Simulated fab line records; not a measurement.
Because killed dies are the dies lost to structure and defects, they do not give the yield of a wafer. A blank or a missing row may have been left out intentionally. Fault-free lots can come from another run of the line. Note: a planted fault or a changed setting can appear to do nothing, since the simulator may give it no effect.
Which tool was responsible? / flow sky130 / 11 lots, 33 wafers sampled, at 1 step of a route of 708

## WHAT EACH GAUGE READ, for each wafer
SKY_VIA2_BOW_MEAS_03.
lot=L191; measured=day 35 20:46; on=film-metro-02; VIA2_BOW (um)=97 92 95
lot=L192; measured=day 36 13:14; on=film-metro-02; VIA2_BOW (um)=99 98 95
lot=L194; measured=day 36 21:14; on=film-metro-02; VIA2_BOW (um)=89 80 91
lot=L195; measured=day 37 02:37; on=film-metro-02; VIA2_BOW (um)=90 95 81
lot=L196; measured=day 37 13:53; on=film-metro-02; VIA2_BOW (um)=79 86 83
lot=L197; measured=day 37 16:41; on=film-metro-02; VIA2_BOW (um)=80 84 94
lot=L203; measured=day 39 23:35; on=film-metro-01; VIA2_BOW (um)=88 86 79
lot=L205; measured=day 40 04:01; on=film-metro-04; VIA2_BOW (um)=75 69 76
lot=L206; measured=day 40 15:52; on=film-metro-02; VIA2_BOW (um)=97 77 96
lot=L209; measured=day 41 10:16; on=film-metro-01; VIA2_BOW (um)=100 92 73
lot=L212; measured=day 42 07:58; on=film-metro-02; VIA2_BOW (um)=85 92 93

## TOOL THAT RAN EACH LOT (tool first, then ch and the chambers of the sampled wafers, then the start)
Record: no process step prior to these readings.

## AS READ BY THE TOOLS THEMSELVES (means over the sampled wafers that have a number; for cases with no such wafer, the mark the record gives instead)
The record holds no such reading with a usual standard deviation.

## THE ANSWER, worked out from the rows above alone
Rule: what is usual is taken from the lots themselves. The widest of any qualifying gaps counts: lots, ordered by their means at a reading, are off when they make up no more than a third of the lots, leave a main group of 4 or more, and stand apart from it by 3 or more times the standard deviation of that group's means. The tables above print the reading to a certain number of digits; a main group whose means all agree to those digits is not used. A lot without any number at a reading at which 4 lots or more have one is off too. The other lots that the step has rows for count as sound. After the gauges, taken in route order, come the tools' own readings; for these a lot's mean is taken, as printed above. At the first step where some lot is off, the reading lying furthest off is the one used; lots without a number count as furthest.
Across all readings shown, no lot is off: no conclusion can be drawn from this.

## WHAT THE SIMULATOR PUT IN
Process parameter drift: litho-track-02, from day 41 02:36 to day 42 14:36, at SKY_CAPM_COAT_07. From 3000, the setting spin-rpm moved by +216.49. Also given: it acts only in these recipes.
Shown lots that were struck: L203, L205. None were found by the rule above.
